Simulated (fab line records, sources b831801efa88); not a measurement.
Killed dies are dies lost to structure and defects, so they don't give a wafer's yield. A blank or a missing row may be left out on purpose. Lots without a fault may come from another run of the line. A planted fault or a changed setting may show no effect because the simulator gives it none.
Which tool did it? | flow sky130 | 6 lots, 18 wafers sampled, at 3 steps of a route of 708

WHAT THE GAUGES READ, wafer by wafer
SKY_LDD_LDN_TW_MEAS_13.
lot  | measured     | on            | LDD_LDN_TW
L892 | day 23 22:26 | film_metro-03 | 1488 1481 1477
L896 | day 25 16:00 | film_metro-03 | 1485 1490 1479
L899 | day 26 14:32 | film_metro-04 | 1505 1506 1497
L901 | day 27 09:37 | film_metro-03 | 1481 1485 1488
L907 | day 29 00:14 | film_metro-04 | 1486 1494 1487
L910 | day 30 07:02 | film_metro-04 | 1432 1434 1438

WHICH TOOL RAN EACH LOT (tool, then ch and the chambers of the sampled wafers, then the start)
lot  | SKY_LDD_LDN_IMPLANT_10          | SKY_LDD_LDN_STRIP_12
L892 | implanter-01 ch 0, day 23 22:02 | plasma_asher-04 ch 0,1, day 23 22:20
L896 | implanter-01 ch 0, day 25 15:37 | plasma_asher-04 ch 0,1, day 25 15:53
L899 | implanter-01 ch 0, day 26 14:08 | plasma_asher-02 ch 0,1, day 26 14:26
L901 | implanter-01 ch 0, day 27 09:14 | plasma_asher-04 ch 0,1, day 27 09:31
L907 | implanter-02 ch 0, day 28 23:50 | plasma_asher-03 ch 0,1, day 29 00:07
L910 | implanter-02 ch 0, day 30 06:38 | plasma_asher-04 ch 0,1, day 30 06:55
- SKY_LDD_LDN_IMPLANT_10
- SKY_LDD_LDN_STRIP_12: strips in O2/N2.

THE ANSWER, worked out from the rows above alone
Rule: what is usual is taken from the lots themselves. Put in order of their means at a reading, lots are off if they are a third of the lots or fewer, leave a main group of 4 or more, and stand apart from it by a gap of 3 or more times the standard deviation of the main group's means; of several such gaps the widest counts. A main group whose means are all the same, to the digits that the tables above print for the reading, isn't used. A lot without any number at a reading at which 4 lots or more have one is off too. The other lots that the step has rows for count as sound.
Off: L910, at SKY_LDD_LDN_TW_MEAS_13 (LDD_LDN_TW). The main group: mean 1489, standard deviation 7.4.
A tool fits if, at a process step before that reading, it ran every lot that is off, and no sound lot after the first of them. The gauges at SKY_LDD_LDN_TW_MEAS_13 are tried like those tools. Can't be told from this: 3 tools fit, implanter-02 at SKY_LDD_LDN_IMPLANT_10, plasma_asher-04 at SKY_LDD_LDN_STRIP_12, film_metro-04 at SKY_LDD_LDN_TW_MEAS_13.

WHAT THE SIMULATOR HAD PUT IN
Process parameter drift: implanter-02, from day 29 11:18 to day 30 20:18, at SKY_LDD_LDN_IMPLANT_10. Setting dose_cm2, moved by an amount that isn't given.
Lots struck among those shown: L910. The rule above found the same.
